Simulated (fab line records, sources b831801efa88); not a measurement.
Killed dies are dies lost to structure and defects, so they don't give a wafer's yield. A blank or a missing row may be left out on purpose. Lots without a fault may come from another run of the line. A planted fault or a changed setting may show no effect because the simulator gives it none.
Chamber matching | flow sky130 | SKY_VIA2_CMP_02 on cmp-02: 4 sister chambers
The step polishes SiO2. 4 wafers are shown with their chamber, then 7 later ones without.

WAFERS WITH THEIR CHAMBER
wafer  | chamber | motor_current_A (A)
L640.2 | 0       | 11.5
L640.6 | 3       | 11.3
L641.2 | 1       | 13.6
L641.3 | 2       | 10.6

WAFERS WITHOUT THEIR CHAMBER
wafer  | motor_current_A (A)
L641.4 | 12.3
L643.1 | 12.5
L643.2 | 11.3
L643.5 | 13.5
L648.2 | 11.0
L648.4 | 11.1
L648.5 | 11.7

WHICH CHAMBER EACH WENT THROUGH
wafer  | from the rows above               | in truth
L641.4 | can't be placed: 0 or 3 or 1 or 2 | 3
L643.1 | can't be placed: 0 or 1 or 3 or 2 | 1
L643.2 | can't be placed: 3 or 0 or 2      | 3
L643.5 | 1                                 | 1
L648.2 | can't be placed: 3 or 2 or 0      | 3
L648.4 | can't be placed: 3 or 0 or 2      | 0
L648.5 | can't be placed: 0 or 3 or 2      | 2
Placed correctly: 1 of 7. Can't be placed from these rows: 6 (the true chamber is among the candidates in 6). Placed wrongly: 0.
How it was worked out, from the rows above alone: a wafer's distance from a chamber is the root of the sum, over the readings, of the square of ((its reading less the chamber's mean) divided by the reading's scatter). The wafer belongs to the nearest chamber; if the next one is less than 2 further off, it can't be placed. A chamber's mean is the mean of its shown wafers. The scatter: with one shown wafer a chamber, the root of the mean of the squares of how far each hidden wafer lies from its nearest shown one.
